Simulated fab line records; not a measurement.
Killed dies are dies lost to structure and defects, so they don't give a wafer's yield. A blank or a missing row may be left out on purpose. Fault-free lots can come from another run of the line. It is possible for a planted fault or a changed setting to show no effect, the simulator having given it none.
Comparing a struck lot with a sound one + flow gf180mcu + 17 out of 602 route steps
Sound: the wafers L162.1, L162.2, L162.5. The struck wafers were L165.4, L165.6. The cause is named last.
Per side, at each step with rows, come the tool, then ch with its chambers, and then its first start. Under that, the readings that differ: sound wafers + struck wafers + difference of the means + sigmas: that difference in standard deviations of wafers without a fault.
alike: readings whose means differ by less than 2 such deviations, and words and numbers that are the same on both sides. not compared: withheld readings, readings that some wafer has no value for, bounds like >300 that may hide the same value, and numbers for which the record gives no deviation and whose values overlap.
A row with sigmas, a row that says differs or no value, or rows on one side alone: a step with any of these is where the two part. When numbers do not overlap yet have no deviation, they are printed without sigmas and do not part them. A reading missing from all wafers of one side parts the sides only when that side holds two or more wafers.

first, 4 steps without rows for these wafers: GF_SAB_SOFTBAKE_05 (time 60 s); GF_SAB_EXPOSE_06 (exposes mask SAB, target cd 420 nm); GF_SAB_PEB_07; GF_SAB_DEVELOP_08 (develop time 60 s).
GF_SAB_CD_MEAS_09: target cd 420 nm.
  struck on cd-sem-02, day 19 07:07; sound on cd-sem-02, day 17 07:16
| reading    | sound             | struck      | difference | sigmas |
|------------|-------------------|-------------|------------|--------|
| cd-nm (nm) | 424.9 424.1 421.8 | 418.3 418.4 | -5.2       | -2     |
GF_SAB_OVL_MEAS_10:
  struck on overlay-02, day 19 07:11; sound on overlay-02, day 17 07:23
| reading      | sound          | struck  | difference | sigmas |
|--------------|----------------|---------|------------|--------|
| SAB_OVL (nm) | -2.1 -2.3 -2.8 | 2.2 1.7 | +4.3       | +2     |
GF_SAB_ETCH_11: etches SiO2 in C4F8/O2/Ar, target depth 55 nm, time 8.5 s.
  sound on rie-diel-04 ch 0,2,3, day 17 07:25; struck on rie-diel-04 ch 0, day 19 07:12
  alike: oes-product-au
  not compared: rf-hours-counter-h
then, 1 step without rows for these wafers: GF_SAB_WET_ETCH_12 (etches SiO2 in dHF, target depth 22 nm, time 440 s).
GF_SAB_STRIP_13: strips in O2/N2.
  sound on plasma-asher-03 ch 0,1, day 17 07:35; struck on plasma-asher-02 ch 0,1, day 19 07:23
  alike: drypump-motor-current-A, heater-power-w, o2-flow-sccm, oes-product-au, strip-time-to-endpoint-s
  not compared: rf-hours-counter-h
then, 2 steps without rows for these wafers: GF_SALICIDE_CLEAN_00 (cleans in SC1/SC2, time 150 s); GF_SALICIDE_WET_ETCH_01 (etches SiO2 in dHF, target depth 5 nm, time 100 s).
GF_SALICIDE_SPUTTER_02: material Co, target thk 10 nm, time 20 s.
  struck on pvd-sputter-01, day 19 07:32; sound on pvd-sputter-01, day 17 07:47
  alike: throttle-valve-pct
GF_SALICIDE_SPUTTER_03: material TiN, target thk 20 nm, time 16.7 s.
  struck on pvd-sputter-01, day 19 07:34; sound on pvd-sputter-01, day 17 07:49
| reading                                      | sound            | struck      | difference | sigmas |
|----------------------------------------------|------------------|-------------|------------|--------|
| model.TiN_of_SALICIDE_SPUTTER_03.thk-nm (nm) | 19.8 19.66 19.99 | 29.88 29.79 | +10.02     |        |
  alike: throttle-valve-pct
GF_SALICIDE_RS_MEAS_04: the measuring method here is four-point-probe.
  struck on film-metro-04, day 19 07:39; sound on film-metro-04, day 17 07:50
| reading                  | sound             | struck      | difference | sigmas |
|--------------------------|-------------------|-------------|------------|--------|
| SALICIDE_TIN_RS (ohm/sq) | 16.29 16.27 16.61 | 13.94 13.98 | -2.43      | -9     |
GF_SALICIDE_THK_MEAS_05: measures by xrf.
  struck on film-metro-04, day 19 07:44; sound on film-metro-04, day 17 07:57
| reading               | sound             | struck      | difference | sigmas |
|-----------------------|-------------------|-------------|------------|--------|
| SALICIDE_TIN_THK (nm) | 19.81 19.71 19.97 | 29.77 29.69 | +9.90      | +43    |
GF_SALICIDE_RTA_06: time 30 s.
  sound on rtp-anneal-01 ch 0, day 17 08:01; struck on rtp-anneal-02 ch 0, day 19 07:49
  alike: anneal-temp-c-max, lamp-power-pct, wafer_temp_C_max
GF_PASSIVATION_PROBE_99:
  rows exist in the record for the sound wafers here (prober-01, day 30 21:30), none for the struck ones

## WHERE THEY PART
Earliest at GF_SAB_CD_MEAS_09; latest, in this record, at GF_PASSIVATION_PROBE_99.

WHY: whatever the simulator had introduced
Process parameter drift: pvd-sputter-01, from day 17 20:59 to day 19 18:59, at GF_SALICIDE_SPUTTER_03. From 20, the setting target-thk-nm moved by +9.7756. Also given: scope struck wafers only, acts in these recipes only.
